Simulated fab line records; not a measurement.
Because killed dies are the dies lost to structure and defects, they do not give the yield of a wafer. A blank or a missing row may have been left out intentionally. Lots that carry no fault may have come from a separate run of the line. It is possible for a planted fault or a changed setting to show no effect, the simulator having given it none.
Which tool is to blame? -- flow sky130 -- 33 wafers from 11 lots sampled at 5 of the route's 708 steps

== WHAT THE GAUGES READ, wafer by wafer ==
SKY_VIA4_RS_MEAS_19: the measuring method here is four-point-probe.
lot,measured,on,VIA4_W_RS (ohm/sq)
L125,day 42 17:57,film-metro-04,0.2245 0.2237 0.2231
L126,day 43 00:32,film-metro-04,0.2236 0.2266 0.2246
L127,day 43 03:35,film-metro-02,0.2238 0.2258 0.2210
L130,day 44 16:32,film-metro-04,0.2237 0.2231 0.2222
L129,day 44 21:09,film-metro-02,0.2245 0.2210 0.2196
L131,day 45 02:53,film-metro-04,0.2356 0.2367 0.2368
L134,day 46 08:32,film-metro-04,0.2281 0.2250 0.2290
L137,day 46 09:48,film-metro-04,0.2290 0.2243 0.2222
L140,day 46 12:20,film-metro-02,0.2254 0.2297 0.2297
L147,day 48 09:35,film-metro-04,0.2204 0.2265 0.2260
L148,day 48 10:34,film-metro-02,0.2266 0.2239 0.2266

SKY_VIA4_THK_MEAS_20: measures by xrf.
lot,measured,on,VIA4_W_THK (nm)
L125,day 42 18:04,film-metro-04,499 501 503
L126,day 43 00:38,film-metro-04,502 494 501
L127,day 43 03:41,film-metro-02,504 502 511
L130,day 44 16:40,film-metro-04,499 501 504
L129,day 44 21:16,film-metro-02,506 512 516
L131,day 45 03:00,film-metro-04,480 477 478
L134,day 46 08:38,film-metro-04,488 493 488
L137,day 46 09:54,film-metro-04,486 492 500
L140,day 46 12:27,film-metro-02,508 496 496
L147,day 48 09:42,film-metro-04,505 491 490
L148,day 48 10:41,film-metro-02,501 508 500

== EACH LOT AND THE TOOL THAT RAN IT (in order: tool; ch and the chambers of the sampled wafers; start) ==
lot,SKY_VIA4_STRIP_13,SKY_VIA4_SPUTTER_17,SKY_VIA4_CVD_18
L125,"plasma-asher-03 ch 0,1, day 42 17:07","pvd-sputter-01, day 42 17:43","cvd-w-02 ch 0,1, day 42 17:47"
L126,"plasma-asher-02 ch 0,1, day 42 23:40","pvd-sputter-04, day 43 00:16","cvd-w-02 ch 0,1, day 43 00:23"
L127,"plasma-asher-02 ch 0,1, day 43 02:43","pvd-sputter-02, day 43 03:20","cvd-w-02 ch 0,1, day 43 03:26"
L130,"plasma-asher-01 ch 0,1, day 44 15:41","pvd-sputter-01, day 44 16:19","cvd-w-02 ch 0,1, day 44 16:23"
L129,"plasma-asher-02 ch 0,1, day 44 20:20","pvd-sputter-04, day 44 20:56","cvd-w-02 ch 0,1, day 44 21:00"
L131,"plasma-asher-02 ch 0,1, day 45 01:59","pvd-sputter-04, day 45 02:40","cvd-w-02 ch 0,1, day 45 02:43"
L134,"plasma-asher-01 ch 0,1, day 46 07:43","pvd-sputter-02, day 46 08:16","cvd-w-01 ch 0,1, day 46 08:23"
L137,"plasma-asher-03 ch 0,1, day 46 08:58","pvd-sputter-01, day 46 09:33","cvd-w-01 ch 0,1, day 46 09:40"
L140,"plasma-asher-03 ch 0,1, day 46 11:29","pvd-sputter-01, day 46 12:07","cvd-w-01 ch 0,1, day 46 12:10"
L147,"plasma-asher-03 ch 0,1, day 48 08:46","pvd-sputter-04, day 48 09:22","cvd-w-02 ch 0,1, day 48 09:26"
L148,"plasma-asher-02 ch 0,1, day 48 09:46","pvd-sputter-01, day 48 10:22","cvd-w-01 ch 0,1, day 48 10:25"
- SKY_VIA4_STRIP_13: strips in O2/N2.
- SKY_VIA4_SPUTTER_17: material TiN, target thk 20 nm, time 80 s.
- SKY_VIA4_CVD_18: deposits W, target thk 505 nm, time 152.14 s.

== WHAT THE TOOLS THEMSELVES READ (means of the sampled wafers that have a number; where no wafer has one, the mark that the record gives instead) ==
SKY_VIA4_STRIP_13.
lot,tool,drypump-motor-current-A (A),oes-product-au (a.u.),strip-time-to-endpoint-s (s)
L125,plasma-asher-03,6.3,0.709,12.78
L126,plasma-asher-02,5.2,0.708,12.80
L127,plasma-asher-02,5.2,0.711,12.79
L130,plasma-asher-01,5.7,0.708,12.78
L129,plasma-asher-02,5.2,0.711,12.76
L131,plasma-asher-02,5.3,0.713,12.82
L134,plasma-asher-01,5.6,0.714,12.80
L137,plasma-asher-03,6.3,0.704,12.79
L140,plasma-asher-03,6.2,0.712,12.81
L147,plasma-asher-03,6.3,0.709,12.85
L148,plasma-asher-02,5.3,0.702,12.81

SKY_VIA4_SPUTTER_17.
lot,tool,throttle-valve-pct (%)
L125,pvd-sputter-01,29.9
L126,pvd-sputter-04,30.3
L127,pvd-sputter-02,30.4
L130,pvd-sputter-01,29.2
L129,pvd-sputter-04,30.6
L131,pvd-sputter-04,30.3
L134,pvd-sputter-02,31.1
L137,pvd-sputter-01,29.2
L140,pvd-sputter-01,29.3
L147,pvd-sputter-04,30.4
L148,pvd-sputter-01,29.2

SKY_VIA4_CVD_18.
lot,tool,heater-power-w (W),susceptor-temp-C (C)
L125,cvd-w-02,824,400.07
L126,cvd-w-02,808,400.20
L127,cvd-w-02,811,399.95
L130,cvd-w-02,819,400.01
L129,cvd-w-02,812,399.82
L131,cvd-w-02,788,397.14
L134,cvd-w-01,852,399.84
L137,cvd-w-01,900,399.97
L140,cvd-w-01,843,399.87
L147,cvd-w-02,808,400.08
L148,cvd-w-01,860,400.12

== THE ANSWER, worked out from the rows above alone ==
Rule: the lots themselves supply what counts as usual. Put in order of their means at a reading, lots are off if they are a third of the lots or fewer, leave a main group of 4 or more, and stand apart from it by a gap of 3 or more times the standard deviation of the main group's means; of several such gaps the widest counts. The tables above print the reading to a certain number of digits; a main group whose means all agree to those digits is not used. Also off: a lot with no number at a reading for which 4 or more lots have one. Where the step has rows for the other lots, those lots are counted as sound. After the gauges, taken in route order, come the tools' own readings; for these a lot's mean is taken, as printed above. The first step at which some lot is off is used, and at that step the reading that is off furthest; a lot without a number counts as furthest.
Off: L131, at SKY_VIA4_RS_MEAS_19 (VIA4_W_RS). The main group: mean 0.2248 ohm/sq, standard deviation 0.0019.
If a tool, at a process step before that reading, ran all the lots that are off and no sound lot after the first of them, it fits. The gauges at SKY_VIA4_RS_MEAS_19 aren't tried: what is off there is off at SKY_VIA4_CVD_18 too, on other tools, and a gauge's error can't cause that. None of those tried fits.

== WHAT THE SIMULATOR HAD INSERTED ==
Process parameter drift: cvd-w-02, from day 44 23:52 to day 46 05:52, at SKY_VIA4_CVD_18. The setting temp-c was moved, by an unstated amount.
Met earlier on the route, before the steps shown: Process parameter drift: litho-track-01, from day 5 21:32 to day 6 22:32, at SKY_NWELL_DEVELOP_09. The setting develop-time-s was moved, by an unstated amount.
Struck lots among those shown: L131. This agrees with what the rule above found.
